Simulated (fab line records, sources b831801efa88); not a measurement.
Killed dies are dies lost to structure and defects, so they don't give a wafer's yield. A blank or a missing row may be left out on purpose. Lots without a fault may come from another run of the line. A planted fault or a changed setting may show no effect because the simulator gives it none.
Chamber matching | flow sky130 | SKY_LI_CONTACT_ETCH_15 on rie_diel-01: 4 sister chambers
The step etches PSG in C4F8/O2/Ar, stops on Si, target depth 600 nm. 8 wafers are shown with their chamber, then 9 later ones without.

WAFERS WITH THEIR CHAMBER
wafer  | chamber | rf_fwd_power_W (W) | chamber_pressure_mTorr (mTorr)
L082.4 | 1       | 1493               | 39.93
L086.3 | 1       | 1492               | 40.07
L086.5 | 2       | 1483               | 40.05
L091.3 | 2       | 1487               | 40.03
L091.6 | 0       | 1488               | 40.08
L093.4 | 3       | 1497               | 39.98
L093.5 | 0       | 1495               | 40.00
L093.6 | 3       | 1496               | 40.01

WAFERS WITHOUT THEIR CHAMBER
wafer  | rf_fwd_power_W (W) | chamber_pressure_mTorr (mTorr)
L094.1 | 1486               | 40.02
L094.3 | 1490               | 39.99
L094.4 | 1489               | 40.06
L092.2 | 1490               | 40.04
L092.4 | 1487               | 39.97
L092.5 | 1497               | 39.98
L095.1 | 1490               | 40.02
L095.3 | 1488               | 40.00
L095.5 | 1499               | 39.99

WHICH CHAMBER EACH WENT THROUGH
wafer  | from the rows above               | in truth
L094.1 | can't be placed: 2 or 0 or 1      | 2
L094.3 | can't be placed: 1 or 0 or 2 or 3 | 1
L094.4 | can't be placed: 0 or 2 or 1 or 3 | 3
L092.2 | can't be placed: 0 or 1 or 2 or 3 | 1
L092.4 | can't be placed: 2 or 0 or 1 or 3 | 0
L092.5 | can't be placed: 3 or 1 or 0      | 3
L095.1 | can't be placed: 0 or 1 or 2 or 3 | 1
L095.3 | can't be placed: 2 or 0 or 1 or 3 | 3
L095.5 | can't be placed: 3 or 1 or 0      | 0
Placed correctly: 0 of 9. Can't be placed from these rows: 9 (the true chamber is among the candidates in 9). Placed wrongly: 0.
How it was worked out, from the rows above alone: a wafer's distance from a chamber is the root of the sum, over the readings, of the square of ((its reading less the chamber's mean) divided by the reading's scatter). The wafer belongs to the nearest chamber; if the next one is less than 2 further off, it can't be placed. A chamber's mean is the mean of its shown wafers. The scatter: the root of (the sum of the squares of (reading less its chamber's mean) over the shown wafers, divided by (wafers less chambers)).
